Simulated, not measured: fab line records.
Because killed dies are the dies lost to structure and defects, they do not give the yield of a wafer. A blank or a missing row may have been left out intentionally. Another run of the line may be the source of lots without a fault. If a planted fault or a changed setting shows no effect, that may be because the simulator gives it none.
A single fault, viewed from 2 desks ; flow gf180mcu ; each desk holds nothing but its own numbers, with what lay behind them at the end

== TOOL OWNER'S DESK, pecvd-04 ==
The tool's own readings at GF_MIM_CVD_05 (deposits Si3N4, target thk 42 nm, time 29.086 s): means of the sampled wafers that have a number, for each lot that ran on this tool. If a lot's mean is further than 4 standard deviations from the usual mean, the lot is out of limits and carries the mark OUT (the distance appears in the brackets).
Columns: A = heater-power-w at GF_MIM_CVD_05, usual 625 W; B = run-length-s at GF_MIM_CVD_05, usual 57.0 s
lot;first seen here;A;B
L636;day 24 18:34;689;56.5
L639;day 25 13:55;574;56.8
L640;day 25 22:11;580;57.5
L644;day 27 08:04;630;56.1
L655;day 30 15:22;620;56.6
L656;day 31 01:05;582;56.5
L658;day 31 11:02;638;57.1
This desk found nothing out of limits on any of the 7 lots.

== THE METROLOGY DESK ==
What the gauges read for every lot (on any tool): the sampled wafers with a number, averaged. If a lot's mean is further than 4 standard deviations from the usual mean, the lot is out of limits and carries the mark OUT (the distance appears in the brackets).
Columns: A = M4_ALCU_RS at GF_M4_RS_MEAS_05, usual 0.0700 ohm/sq; B = V4_CVD_00_THK at GF_V4_THK_MEAS_01, usual 600 nm; C = MIM_CVD_05_THK at GF_MIM_THK_MEAS_06, usual 41.8 nm
lot;first seen here;A;B;C
L636;day 22 18:50;0.0709;604;42.0
L637;day 23 02:12;0.0690;603;42.0
L639;day 23 16:19;0.0695;599;41.2
L640;day 24 00:37;0.0698;596;41.7
L644;day 25 11:12;0.0704;603;40.5
L650;day 27 08:57;0.0709;596;41.0
L653;day 28 08:53;0.0707;590;42.0
L654;day 28 12:52;0.0694;593;41.6
L655;day 28 23:11;0.0702;597;41.7
L656;day 29 09:44;0.0706;595;41.7
L658;day 29 19:54;0.0709;613;42.5
L657;day 29 23:32;0.0698;608;41.8
This desk found nothing out of limits on any of the 12 lots.

== ALL TOGETHER ==
The desk of the tool owner found nothing out of limits.
Metrology desk: nothing out of limits seen.

== WHAT HAD BEEN PUT IN BY THE SIMULATOR ==
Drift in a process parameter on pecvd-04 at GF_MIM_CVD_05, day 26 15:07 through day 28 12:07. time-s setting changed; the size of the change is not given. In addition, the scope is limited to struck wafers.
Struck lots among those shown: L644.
